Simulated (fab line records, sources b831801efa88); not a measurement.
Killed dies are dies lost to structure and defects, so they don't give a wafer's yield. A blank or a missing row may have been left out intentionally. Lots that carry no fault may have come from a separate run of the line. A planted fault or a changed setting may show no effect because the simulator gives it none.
Comparing a struck lot with a sound one / flow sky130 / 14 steps out of a route of 708
Sound: these wafers, L840.1, L840.2, L840.6. Wafers struck: L833.2, L833.5, L833.6. The cause is named last.
At each step with rows: each side's tool, then ch and its chambers, then its first start. Under that, the readings that differ: sound wafers / struck wafers / difference of the means / sigmas: that difference in standard deviations of wafers without a fault.
alike: readings whose means differ by less than 2 such deviations, and words and numbers that are the same on both sides. not compared: withheld readings, readings that some wafer has no value for, bounds like >300 that may hide the same value, and numbers for which the record gives no deviation and whose values overlap.
A row with sigmas, a row that says differs or no value, or rows on one side alone: a step with any of these is where the two part. Non-overlapping numbers with no deviation appear without sigmas and do not part them. A reading that every wafer of one side lacks parts them only if that side has two wafers or more.

SKY_VIA1_OVL_MEAS_13:
  struck on overlay-02, day 36 22:25; sound on overlay-01, day 39 10:06
  alike: VIA1_OVL
SKY_VIA1_ETCH_14: etches BARC in N2/H2, stops on SiO2, time 45.9 s, target depth 60 nm.
  sound on rie-diel-01 ch 0,3, day 39 10:08; struck on rie-diel-02 ch 0,2, day 36 22:26
  alike: drypump-motor-current-A, oes-product-au, throttle-valve-pct
  not compared: rf-hours-counter-h
SKY_VIA1_ETCH_15: etches SiO2 in C4F8/O2/Ar, stops on TiN, target depth 351 nm, time 52.85 s.
  sound on rie-diel-01 ch 0,3, day 39 10:11; struck on rie-diel-02 ch 0,2, day 36 22:29
  alike: oes-product-au
  not compared: rf-hours-counter-h
SKY_VIA1_STRIP_16: strips in O2/N2.
  sound on plasma-asher-03 ch 0,1, day 39 10:14; struck on plasma-asher-03 ch 0,1, day 36 22:32
  alike: drypump-motor-current-A, oes-product-au, strip-time-to-endpoint-s
  not compared: rf-hours-counter-h
then, 4 steps without rows for these wafers: SKY_VIA1_STRIP_17 (strips in post etch residue remover, time 1200 s); SKY_VIA1_CLEAN_18 (cleans in IPA, time 180 s); SKY_VIA1_CLEAN_19 (cleans in O3/DIW); SKY_VIA1_SPUTTER_20 (material TiN, target thk 20 nm, time 80 s).
SKY_VIA1_CVD_21: deposits W, target thk 270 nm, time 80.902 s.
  sound on cvd-w-01 ch 0,1, day 39 10:55; struck on cvd-w-01 ch 0,1, day 36 23:11
  alike: heater-power-w
SKY_VIA1_RS_MEAS_22: uses a four-point probe to measure.
  struck on film-metro-01, day 36 23:18; sound on film-metro-01, day 39 11:00
reading=VIA1_W_RS (ohm/sq); sound=0.432 0.432 0.429; struck=0.421 0.424 0.420; difference=-0.009; sigmas=-2
SKY_VIA1_THK_MEAS_23: measures by xrf.
  struck on film-metro-01, day 36 23:25; sound on film-metro-01, day 39 11:07
reading=VIA1_W_THK (nm); sound=269 270 271; struck=277 278 279; difference=+8; sigmas=+2
then, 1 step without rows for these wafers: SKY_VIA1_CMP_24 (polishes, stops on SiO2, t overpolish 15 s, target thk 0 nm).
SKY_METAL2_SPUTTER_00: material Ti, target thk 15 nm, time 10 s.
  struck on pvd-sputter-04, day 36 23:51; sound on pvd-sputter-04, day 39 11:29
  no value came back on the struck wafers for cathode-dc-power-W (W), chamber-pressure-pa (Pa), throttle-valve-pct (%); on the sound wafers cathode-dc-power-W (W) reads 3000.9 3000.1 3000.0
SKY_METAL2_SPUTTER_01: material TiN, target thk 20 nm, time 16.7 s.
  struck on pvd-sputter-04, day 36 23:52; sound on pvd-sputter-04, day 39 11:31
  alike: cathode-dc-power-W, chamber-pressure-pa, throttle-valve-pct

## WHERE THEY PART
At SKY_VIA1_RS_MEAS_22 first; at SKY_METAL2_SPUTTER_00 last (within this record only). Later steps at which nothing parts them and some readings are alike: SKY_METAL2_SPUTTER_01.

WHY: what the simulator had put in
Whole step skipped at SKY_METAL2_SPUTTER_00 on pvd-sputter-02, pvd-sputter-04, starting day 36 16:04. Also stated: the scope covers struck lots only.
